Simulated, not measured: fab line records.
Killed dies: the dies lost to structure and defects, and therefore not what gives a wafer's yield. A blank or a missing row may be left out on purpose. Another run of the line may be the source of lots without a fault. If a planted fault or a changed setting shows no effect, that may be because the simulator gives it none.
fab line records	flow sky130	part 1 of 2: steps 1 to 31 of 45
record: lots: 5	wafers: 15	last_day: 51
route steps=708 shown FIELD_ISO@7 NWELL@32 DNWELL@35 PWDE@45
lots untouched by any fault: they come from a run of this same line in which no faults occurred
start_h: the number of hours between the record's first day and the start of the first shown wafer of the lot	wait_h: hours elapsed since this lot's preceding step	" same as the row above	L1.1+2: several wafers, shown together as one row	- no value present, or no start provided	* or withheld: withheld	< > ~ a bound
route shown NAME@n: a module of which the file shows steps, and the number in the route of the first	usual: average and standard deviation across the fault-free wafers	same: alike in all rows	chamber/n: place in a boat	sites: per-site readings	_std_site: their standard deviation	_edge_site: outer sites' mean less inner sites'	radius_mm: how far each site lies from the wafer's centre	mask NAME#n: copy n	behind: tool/chamber where the wafer was last shaped	hold: why the lot went on hold/how many hours it stayed there/how the hold came to an end	device: which transistor (n, p or np) failed to switch	end of line: the same wafers' tests at the end of the route	step lacking rows: just its recipe	killed: not the wafer's yield, but the dies lost to structure and defects at the first sort	map: a wafer's dies, x killed, . not, _ none there
set.NAME: the setting the step ran with; set.NAME@STEP: the setting that earlier step ran with	model.NAME: the simulator's own value behind a step, which no gauge read
lots at some steps of the route; a table a step, a row a wafer
services: when a tool's chamber went out of use (start_h, in hours from the record's first day, below 0 if earlier), for how many hours, and the reason
== steps ==
step: SKY_FIELD_ISO_HMDS_06
recipe: prime_time_s: 60	prime_temp_c: 120
same: prime_time_s: 60
lot.wafer	tool	chamber	start_h	wait_h
L075.1+2+3	litho_track-04	0	27.62	0.1
L088.1+4+5	litho_track-01	0	93.13	0.1
L094.4+5+6	litho_track-04	0	124.69	0.1
L095.2+3+4	litho_track-04	0	129.44	0.1
L096.3+4+5	litho_track-03	0	149.33	0.1
step: SKY_FIELD_ISO_COAT_07
recipe: resist: BARC	temp_c: withheld	time_s: withheld	spin_rpm: 3000	resist_thk_nm: 60
lot.wafer	tool	chamber	start_h	wait_h
L075.1+2+3	litho_track-04	0	27.77	0.1
L088.1+4+5	litho_track-01	0	93.28	0.1
L094.4+5+6	litho_track-04	0	124.84	0.1
L095.2+3+4	litho_track-04	0	129.59	0.1
L096.3+4+5	litho_track-03	0	149.48	0.1
step: SKY_FIELD_ISO_COAT_08
recipe: resist: KrF-thick	spin_rpm: 3000	resist_thk_nm: 450
lot.wafer	tool	chamber	start_h	wait_h
L075.1+2+3	litho_track-04	0	-	-
L088.1+4+5	litho_track-01	0	-	-
L094.4+5+6	litho_track-04	0	-	-
L095.2+3+4	litho_track-04	0	-	-
L096.3+4+5	litho_track-03	0	-	-
step: SKY_FIELD_ISO_SOFTBAKE_09
recipe: temp_c: 100	time_s: 90	resist: KrF-thick
lot.wafer	tool	chamber	start_h	wait_h
L075.1+2+3	litho_track-04	0	-	-
L088.1+4+5	litho_track-01	0	-	-
L094.4+5+6	litho_track-04	0	-	-
L095.2+3+4	litho_track-04	0	-	-
L096.3+4+5	litho_track-03	0	-	-
step: SKY_FIELD_ISO_EXPOSE_10
recipe: mask_id: FOM	na: 0.68	source_shape: annular	sigma_inner: 0.4	sigma_outer: 0.8	target_cd_nm: 150	dose_mj: 28
usual: stage_vel_mm_s: 499.95/0.24
lot.wafer	tool	chamber	start_h	wait_h	mask	stage_vel_mm_s
L075.1	krf_scanner-02	0	-	-	FOM#0	499.64
L075.2	"	0	"	"	FOM#0	499.96
L075.3	"	0	"	"	FOM#0	499.97
L088.1	krf_scanner-01	0	-	-	FOM#0	499.64
L088.4	"	0	"	"	FOM#0	499.98
L088.5	"	0	"	"	FOM#0	499.62
L094.4	krf_scanner-01	0	-	-	FOM#0	500.06
L094.5	"	0	"	"	FOM#0	499.66
L094.6	"	0	"	"	FOM#0	500.04
L095.2	krf_scanner-01	0	-	-	FOM#0	499.93
L095.3	"	0	"	"	FOM#0	500.10
L095.4	"	0	"	"	FOM#0	499.66
L096.3	krf_scanner-01	0	-	-	FOM#0	500.07
L096.4	"	0	"	"	FOM#0	500.30
L096.5	"	0	"	"	FOM#0	500.31
step: SKY_FIELD_ISO_PEB_11
recipe: peb_temp_c: withheld	peb_time_s: withheld	resist: KrF-thick
lot.wafer	tool	chamber	start_h	wait_h
L075.1+2+3	litho_track-01	0	-	-
L088.1+4+5	litho_track-03	0	-	-
L094.4+5+6	litho_track-01	0	-	-
L095.2+3+4	litho_track-01	0	-	-
L096.3+4+5	litho_track-04	0	-	-
step: SKY_FIELD_ISO_DEVELOP_12
recipe: develop_time_s: 60	resist: KrF-thick	dev_temp_c: 21
lot.wafer	tool	chamber	start_h	wait_h
L075.1+2+3	litho_track-01	0	-	-
L088.1+4+5	litho_track-03	0	-	-
L094.4+5+6	litho_track-01	0	-	-
L095.2+3+4	litho_track-01	0	-	-
L096.3+4+5	litho_track-04	0	-	-
step: SKY_FIELD_ISO_CD_MEAS_13
recipe: target_cd_nm: 150
usual: cd_nm: 150.3/1.9
lot.wafer	tool	chamber	start_h	wait_h	cd_nm
L075.1	cd_sem-01	-	35.23	-	152.7
L075.2	"	-	"	"	152.8
L075.3	"	-	"	"	152.4
L088.1	cd_sem-01	-	102.38	-	150.1
L088.4	"	-	"	"	150.5
L088.5	"	-	"	"	152.0
L094.4	cd_sem-01	-	134.15	-	150.5
L094.5	"	-	"	"	150.9
L094.6	"	-	"	"	150.9
L095.2	cd_sem-01	-	138.90	-	152.3
L095.3	"	-	"	"	151.4
L095.4	"	-	"	"	152.5
L096.3	cd_sem-02	-	160.46	-	145.8
L096.4	"	-	"	"	145.7
L096.5	"	-	"	"	147.3
step: SKY_FIELD_ISO_ETCH_14
recipe: chemistry: N2/H2	target: BARC	ion_energy_ev: 200	source_w: 500	bias_w: 100	pressure_mtorr: 30	n2_flow_sccm: 100	h2_flow_sccm: 200	stop_on: SiO2	time_s: 45.9	target_depth_a: 600
usual: drypump_motor_current_A: 5.9/0.42	oes_product_au: 0.854/0.0044	throttle_valve_pct: 13.225/0.0095
lot.wafer	tool	chamber	start_h	wait_h	drypump_motor_current_A	oes_product_au	rf_hours_counter_h	throttle_valve_pct
L075.1	rie_diel-01	2	35.35	0.1	6.4	0.854	7	13.232
L075.2	"	1	"	"	6.4	0.853	87	13.234
L075.3	"	3	"	"	6.0	0.854	149	13.215
L088.1	rie_diel-01	1	102.50	0.1	6.5	0.861	88	13.225
L088.4	"	3	"	"	6.0	0.858	151	13.232
L088.5	"	3	"	"	6.0	0.853	-	13.229
L094.4	rie_diel-02	3	134.21	0.0	6.0	0.854	46	13.215
L094.5	"	3	"	"	6.1	0.848	-	13.221
L094.6	"	0	"	"	6.0	0.849	-	13.212
L095.2	rie_diel-01	2	139.00	0.1	6.4	0.850	9	13.217
L095.3	"	1	"	"	6.5	0.857	89	13.209
L095.4	"	0	"	"	5.4	0.851	52	13.224
L096.3	rie_diel-03	2	160.54	0.1	5.5	0.858	153	13.222
L096.4	"	1	"	"	5.0	0.859	56	13.220
L096.5	"	2	"	"	5.5	0.853	-	13.232
step: SKY_FIELD_ISO_ETCH_15
recipe: chemistry: CHF3/O2	target_depth_nm: 180	stop_on: Si	source_w: 600	bias_w: 200	pressure_mtorr: 40	chf3_flow_sccm: 50	O2_flow_sccm: 5	time_s: 72
usual: drypump_motor_current_A: 5.9/0.43	oes_product_au: 0.958/0.0072	throttle_valve_pct: 8.848/0.009
lot.wafer	tool	chamber	start_h	wait_h	drypump_motor_current_A	oes_product_au	rf_hours_counter_h	throttle_valve_pct
L075.1	rie_diel-01	2	35.39	0.0	6.4	0.960	7	8.849
L075.2	"	1	"	"	6.4	0.955	87	8.832
L075.3	"	3	"	"	6.0	0.969	149	8.854
L088.1	rie_diel-01	1	102.55	0.0	6.4	0.964	88	8.855
L088.4	"	3	"	"	6.0	0.963	151	8.866
L088.5	"	3	"	"	6.0	0.971	-	8.839
L094.4	rie_diel-02	3	134.25	0.0	6.0	0.953	46	8.846
L094.5	"	3	"	"	6.0	0.957	-	8.856
L094.6	"	0	"	"	5.9	0.952	-	8.860
L095.2	rie_diel-01	2	139.04	0.0	6.4	0.953	9	8.853
L095.3	"	1	"	"	6.4	0.965	89	8.835
L095.4	"	0	"	"	5.4	0.957	52	8.843
L096.3	rie_diel-03	2	160.58	0.0	5.5	0.957	153	8.833
L096.4	"	1	"	"	5.1	0.959	56	8.848
L096.5	"	2	"	"	5.5	0.962	-	8.845
step: SKY_FIELD_ISO_STRIP_16
recipe: chemistry: O2/N2	power_w: 1400	pressure_mtorr: 1500	platen_temp_c: withheld	o2_flow_sccm: 3000	n2_flow_sccm: 300	overash_fraction: 0.5
usual: drypump_motor_current_A: 5.8/0.42	oes_product_au: 0.377/0.005	strip_time_to_endpoint_s: 3.527/0.026
lot.wafer	tool	chamber	start_h	wait_h	drypump_motor_current_A	oes_product_au	rf_hours_counter_h	strip_time_to_endpoint_s
L075.1	plasma_asher-02	0	35.45	0.0	6.1	0.381	22	3.530
L075.2	"	1	"	"	6.3	0.379	22	3.529
L075.3	"	0	"	"	6.1	0.380	-	3.534
L088.1	plasma_asher-02	1	102.60	0.0	6.2	0.380	28	3.563
L088.4	"	0	"	"	6.1	0.373	-	3.504
L088.5	"	1	"	"	6.3	0.377	-	3.518
L094.4	plasma_asher-01	0	134.34	0.1	6.3	0.374	-	3.545
L094.5	"	1	"	"	5.6	0.383	-	3.550
L094.6	"	0	"	"	6.2	0.375	-	3.535
L095.2	plasma_asher-01	0	139.10	0.0	6.3	0.383	47	3.498
L095.3	"	0	"	"	6.3	0.379	-	3.542
L095.4	"	1	"	"	5.6	0.369	-	3.486
L096.3	plasma_asher-02	0	160.67	0.1	6.1	0.378	-	3.557
L096.4	"	1	"	"	6.3	0.373	-	3.498
L096.5	"	0	"	"	6.1	0.386	-	3.543
step: SKY_FIELD_ISO_ETCH_17
recipe: target_depth_a: 3420	mask_material: Si3N4	chemistry: HBr/Cl2/O2	target: Si	taper_deg: 5	icp_w: 600	bias_w: 150	pressure_mtorr: 15	HBr_flow_sccm: 150	Cl2_flow_sccm: 40	O2_flow_sccm: 6	time_s: 97.7
usual: HBr_flow_sccm: 150.0/0.44	drypump_motor_current_A: 6.0/0.37	oes_product_au: 1.001/0.0082	throttle_valve_pct: 25.657/0.011
lot.wafer	tool	chamber	start_h	wait_h	HBr_flow_sccm	drypump_motor_current_A	oes_product_au	rf_hours_counter_h	throttle_valve_pct
L075.1	rie_si-02	0	35.55	0.1	150.4	5.5	0.994	128	25.658
L075.2	"	3	"	"	150.0	6.0	0.984	79	25.663
L075.3	"	2	"	"	150.3	6.0	0.994	115	25.664
L088.1	rie_si-01	3	102.70	0.1	149.4	6.2	1.012	31	25.660
L088.4	"	3	"	"	150.3	6.2	1.012	-	25.643
L088.5	"	0	"	"	150.0	5.6	0.999	-	25.666
L094.4	rie_si-01	2	134.44	0.1	150.0	5.8	0.992	-	25.665
L094.5	"	1	"	"	149.3	6.1	1.002	-	25.646
L094.6	"	3	"	"	149.9	6.2	1.007	-	25.658
L095.2	rie_si-02	1	139.20	0.1	150.0	6.7	1.007	55	25.663
L095.3	"	0	"	"	149.6	5.5	1.002	129	25.669
L095.4	"	2	"	"	149.4	6.0	1.012	117	25.654
L096.3	rie_si-02	0	160.74	0.0	149.8	5.5	1.005	129	25.678
L096.4	"	2	"	"	150.7	6.0	1.016	117	25.638
L096.5	"	3	"	"	149.9	6.0	0.999	-	25.665
step: SKY_FIELD_ISO_WET_ETCH_18
recipe: chemistry: H3PO4	target_depth_nm: 25	temp_c: 160	target: Si3N4	time_s: 286
lot.wafer	tool	chamber	start_h	wait_h
L075.1+2+3	wet_bench-01	3	35.62	0.0
L088.1+4+5	wet_bench-02	3	102.81	0.1
L094.4+5+6	wet_bench-01	3	134.48	0.0
L095.2+3+4	wet_bench-02	2	139.27	0.0
L096.3+4+5	wet_bench-01	0	160.81	0.0
step: SKY_FIELD_ISO_CLEAN_19
recipe: chemistry: SC1/SC2	mix: 1:4:20	temp_c: 70	time_s: 150
lot.wafer	tool	chamber	start_h	wait_h
L075.1+2+3	wet_bench-03	0	35.71	0.0
L088.1+4+5	wet_bench-01	0	102.90	0.0
L094.4+5+6	wet_bench-03	1	134.56	0.0
L095.2+3+4	wet_bench-03	0	139.36	0.0
L096.3+4+5	wet_bench-02	0	160.89	0.0
step: SKY_FIELD_ISO_CLEAN_20
recipe: chemistry: dHF	time_s: 20	dilution: 100:1
lot.wafer	tool	chamber	start_h	wait_h
L075.1+2+3	wet_bench-01	2	35.76	0.0
L088.1+4+5	wet_bench-02	2	102.95	0.0
L094.4+5+6	wet_bench-02	2	134.61	0.0
L095.2+3+4	wet_bench-01	0	139.41	0.0
L096.3+4+5	wet_bench-03	1	160.94	0.0
step: SKY_FIELD_ISO_WET_ETCH_21
recipe: chemistry: dHF	dilution: 100:1	target_depth_nm: 20	dry: ipa_marangoni	target: SiO2	temp_c: 25	time_s: 389.8
lot.wafer	tool	chamber	start_h	wait_h
L075.1+2+3	wet_bench-03	0	35.78	0.0
L088.1+4+5	wet_bench-01	1	102.96	0.0
L094.4+5+6	wet_bench-01	2	134.63	0.0
L095.2+3+4	wet_bench-02	0	139.43	0.0
L096.3+4+5	wet_bench-01	3	160.96	0.0
step: SKY_FIELD_ISO_OXIDATION_22
recipe: temp_c: 950	ambient: O2	stabilise_s: 600	purge_s: 300	target_thk_a: 100	ox_time_s: 623
usual: zone_power_bottom_pct: 32.7/0.64
lot.wafer	tool	chamber	start_h	wait_h	zone_power_bottom_pct
L075.1	furnace-02	0	38.06	2.2	33.6
L075.2	"	0	"	"	33.2
L075.3	"	0	"	"	33.6
L088.1	furnace-01	0	103.21	0.1	32.6
L088.4	"	0	"	"	33.2
L088.5	"	0	"	"	32.3
L094.4	furnace-02	0	135.36	0.6	34.1
L094.5	"	0	"	"	34.1
L094.6	"	0	"	"	33.9
L095.2	furnace-01	0	140.92	1.4	31.9
L095.3	"	0	"	"	32.8
L095.4	"	0	"	"	33.0
L096.3	furnace-01	0	161.63	0.6	31.6
L096.4	"	0	"	"	32.0
L096.5	"	0	"	"	32.1
step: SKY_FIELD_ISO_THK_MEAS_23
recipe: reads: SiO2_of_FIELD_ISO_OXIDATION_22
usual: FIELD_ISO_OXIDATION_01_THK: 10.02/0.15
lot.wafer	tool	chamber	start_h	wait_h	FIELD_ISO_OXIDATION_01_THK[nm]
L075.1	film_metro-04	-	39.23	0.0	9.97
L075.2	"	-	"	"	10.04
L075.3	"	-	"	"	9.94
L088.1	film_metro-03	-	104.39	0.0	10.22
L088.4	"	-	"	"	10.20
L088.5	"	-	"	"	10.02
L094.4	film_metro-04	-	136.56	0.0	10.14
L094.5	"	-	"	"	10.22
L094.6	"	-	"	"	10.10
L095.2	film_metro-03	-	142.10	0.0	10.02
L095.3	"	-	"	"	9.99
L095.4	"	-	"	"	9.93
L096.3	film_metro-03	-	162.82	0.0	10.01
L096.4	"	-	"	"	9.97
L096.5	"	-	"	"	10.10
step: SKY_FIELD_ISO_CVD_24
recipe: material: SiO2	target_thk_nm: 595	temp_c: 650	sigma_open_frac: 0.3	time_s: 99.2	sih4_flow_sccm: 60	pressure_mtorr: 6
lot.wafer	tool	chamber	start_h	wait_h
L075.1+2+3	hdpcvd-01	0,2,1	39.29	0.1
L088.1+4+5	hdpcvd-02	1,0,2	104.45	0.1
L094.4+5+6	hdpcvd-02	1,2,0	136.63	0.1
L095.2+3+4	hdpcvd-01	2,0,2	142.15	0.0
L096.3+4+5	hdpcvd-01	1,0,1	162.87	0.0
step: SKY_FIELD_ISO_THK_MEAS_25
recipe: reads: SiO2_of_FIELD_ISO_CVD_24
usual: FIELD_ISO_CVD_24_THK: 592/5.1
lot.wafer	tool	chamber	start_h	wait_h	FIELD_ISO_CVD_24_THK[nm]
L075.1	film_metro-03	-	39.36	0.0	592
L075.2	"	-	"	"	598
L075.3	"	-	"	"	593
L088.1	film_metro-02	-	104.52	0.0	601
L088.4	"	-	"	"	598
L088.5	"	-	"	"	591
L094.4	film_metro-03	-	136.69	0.0	600
L094.5	"	-	"	"	588
L094.6	"	-	"	"	592
L095.2	film_metro-04	-	142.23	0.0	590
L095.3	"	-	"	"	590
L095.4	"	-	"	"	587
L096.3	film_metro-04	-	162.96	0.1	586
L096.4	"	-	"	"	584
L096.5	"	-	"	"	579
step: SKY_FIELD_ISO_ANNEAL_26
recipe: temp_c: 1000	time_s: 1800	ambient: N2
usual: zone_power_bottom_pct: 36.9/0.73
lot.wafer	tool	chamber	start_h	wait_h	zone_power_bottom_pct
L075.1	furnace-01	0	40.26	0.9	35.9
L075.2	"	0	"	"	35.9
L075.3	"	0	"	"	36.1
L088.1	furnace-02	0	104.82	0.3	37.7
L088.4	"	0	"	"	37.5
L088.5	"	0	"	"	37.2
L094.4	furnace-02	0	136.72	0.0	38.0
L094.5	"	0	"	"	37.7
L094.6	"	0	"	"	37.9
L095.2	furnace-02	0	142.53	0.3	38.0
L095.3	"	0	"	"	37.4
L095.4	"	0	"	"	37.4
L096.3	furnace-01	0	163.00	0.0	36.2
L096.4	"	0	"	"	35.8
L096.5	"	0	"	"	35.7
step: SKY_FIELD_ISO_CMP_27
recipe: stop_on: Si3N4	t_overpolish_s: 16	down_force_psi: 4	platen_rpm: 60	target_thk_nm: 457.8	pad_velocity_m_s: 0.94248
usual: motor_current_A: 13.3/1	overpolish_run_s: 15.999/0.0091	time_to_endpoint_s: 112/4.1
lot.wafer	tool	chamber	start_h	wait_h	motor_current_A	overpolish_run_s	time_to_endpoint_s
L075.3	cmp-01	3	41.81	0.1	13.7	15.990	113
L075.2	"	0	"	"	14.9	16.009	115
L075.1	"	1	"	"	13.0	15.998	111
L088.1	cmp-01	3	106.32	0.0	13.1	15.997	110
L088.4	"	1	"	"	12.6	15.984	108
L088.5	"	0	"	"	14.8	16.002	106
L094.4	cmp-02	3	138.27	0.1	12.7	16.002	122
L094.6	"	2	"	"	12.6	16.008	117
L094.5	"	3	"	"	12.9	15.977	120
L095.4	cmp-02	2	144.03	0.0	11.6	16.011	113
L095.2	"	3	"	"	13.0	15.998	113
L095.3	"	0	"	"	13.3	15.998	111
L096.4	cmp-02	0	164.60	0.1	13.5	15.997	116
L096.3	"	1	"	"	11.4	15.998	119
L096.5	"	2	"	"	11.8	15.989	116
step: SKY_FIELD_ISO_WET_ETCH_28
recipe: chemistry: dHF	target_depth_nm: 23.7	target: SiO2	dilution: 10:1	temp_c: 25	time_s: 47
lot.wafer	tool	chamber	start_h	wait_h
L075.1+2+3	wet_bench-01	1	42.06	0.1
L088.1+4+5	wet_bench-01	2	106.62	0.2
L094.4+5+6	wet_bench-01	3	138.52	0.2
L095.2+3+4	wet_bench-02	1	144.33	0.2
L096.3+4+5	wet_bench-02	0	164.80	0.1
step: SKY_FIELD_ISO_WET_ETCH_29
recipe: chemistry: H3PO4	target_depth_nm: 160	target: Si3N4	temp_c: 160	time_s: 1825
lot.wafer	tool	chamber	start_h	wait_h
L075.1+2+3	wet_bench-03	1	42.08	0.0
L088.1+4+5	wet_bench-03	1	106.64	0.0
L094.4+5+6	wet_bench-02	0	138.54	0.0
L095.2+3+4	wet_bench-03	1	144.35	0.0
L096.3+4+5	wet_bench-03	1	164.82	0.0
step: SKY_FIELD_ISO_WET_ETCH_30
recipe: chemistry: dHF	target_depth_nm: 25	target: SiO2	dilution: 10:1	temp_c: 25	time_s: 50
lot.wafer	tool	chamber	start_h	wait_h
L075.1+2+3	wet_bench-02	3	42.65	0.0
L088.1+4+5	wet_bench-01	0	107.16	0.0
L094.4+5+6	wet_bench-03	3	139.11	0.0
L095.2+3+4	wet_bench-02	2	144.87	0.0
L096.3+4+5	wet_bench-02	2	165.33	0.0
step: SKY_NWELL_CLEAN_00
recipe: chemistry: SC1/SC2	mix: 1:4:20	temp_c: 70	time_s: 150	dry: n2_spin
lot.wafer	tool	chamber	start_h	wait_h
L075.1+2+3	wet_bench-01	1	42.67	0.0
L088.1+4+5	wet_bench-02	2	107.18	0.0
L094.4+5+6	wet_bench-01	1	139.13	0.0
L095.2+3+4	wet_bench-01	0	144.89	0.0
L096.3+4+5	wet_bench-03	2	165.36	0.0
step: SKY_NWELL_OXIDATION_01
recipe: temp_c: 900	ambient: O2	stabilise_s: 600	purge_s: 300	target_thk_a: 100	ox_time_s: 1418
usual: zone_power_bottom_pct: 29.1/0.68
lot.wafer	tool	chamber	start_h	wait_h	zone_power_bottom_pct
L075.1	furnace-02	0	43.65	0.9	29.7
L075.2	"	0	"	"	30.2
L075.3	"	0	"	"	29.4
L088.1	furnace-01	0	108.64	1.4	29.0
L088.4	"	0	"	"	28.5
L088.5	"	0	"	"	28.4
L094.4	furnace-02	0	139.62	0.4	29.6
L094.5	"	0	"	"	29.7
L094.6	"	0	"	"	29.9
L095.2	furnace-01	0	145.26	0.3	28.6
L095.3	"	0	"	"	28.8
L095.4	"	0	"	"	29.0
L096.3	furnace-01	0	167.51	2.1	28.1
L096.4	"	0	"	"	29.0
L096.5	"	0	"	"	28.8
step: SKY_NWELL_THK_MEAS_02
recipe: reads: SiO2_of_NWELL_OXIDATION_01
usual: NWELL_OXIDATION_THK: 10.07/0.18
lot.wafer	tool	chamber	start_h	wait_h	NWELL_OXIDATION_THK[nm]
L075.1	film_metro-01	-	45.04	0.0	10.38
L075.2	"	-	"	"	9.95
L075.3	"	-	"	"	10.05
L088.1	film_metro-01	-	110.03	0.0	10.00
L088.4	"	-	"	"	9.86
L088.5	"	-	"	"	10.10
L094.4	film_metro-04	-	141.05	0.0	10.50
L094.5	"	-	"	"	10.15
L094.6	"	-	"	"	10.20
L095.2	film_metro-03	-	146.67	0.0	9.87
L095.3	"	-	"	"	9.81
L095.4	"	-	"	"	9.95
L096.3	film_metro-04	-	168.92	0.0	10.01
L096.4	"	-	"	"	10.21
L096.5	"	-	"	"	10.11
step: SKY_DNWELL_DEHYDRATE_00
recipe: temp_c: 200	time_s: 60
lot.wafer	tool	chamber	start_h	wait_h
L075.1+2+3	litho_track-04	0	51.87	6.8
L088.1+4+5	litho_track-02	0	117.77	7.7
L094.4+5+6	litho_track-01	0	148.75	7.7
L095.2+3+4	litho_track-04	0	156.54	9.9
L096.3+4+5	litho_track-02	0	178.17	9.2
step: SKY_DNWELL_HMDS_01
recipe: prime_time_s: 60	prime_temp_c: 120
same: prime_time_s: 60
lot.wafer	tool	chamber	start_h	wait_h
L075.1+2+3	litho_track-04	0	52.02	0.1
L088.1+4+5	litho_track-02	0	117.92	0.1
L094.4+5+6	litho_track-01	0	148.90	0.1
L095.2+3+4	litho_track-04	0	156.69	0.1
L096.3+4+5	litho_track-02	0	178.32	0.1
step: SKY_DNWELL_COAT_02
recipe: spin_rpm: 2000	resist_thk_nm: 3000
lot.wafer	tool	chamber	start_h	wait_h
L075.1+2+3	litho_track-04	0	52.17	0.1
L088.1+4+5	litho_track-02	0	118.07	0.1
L094.4+5+6	litho_track-01	0	149.05	0.1
L095.2+3+4	litho_track-04	0	156.84	0.1
L096.3+4+5	litho_track-02	0	178.47	0.1
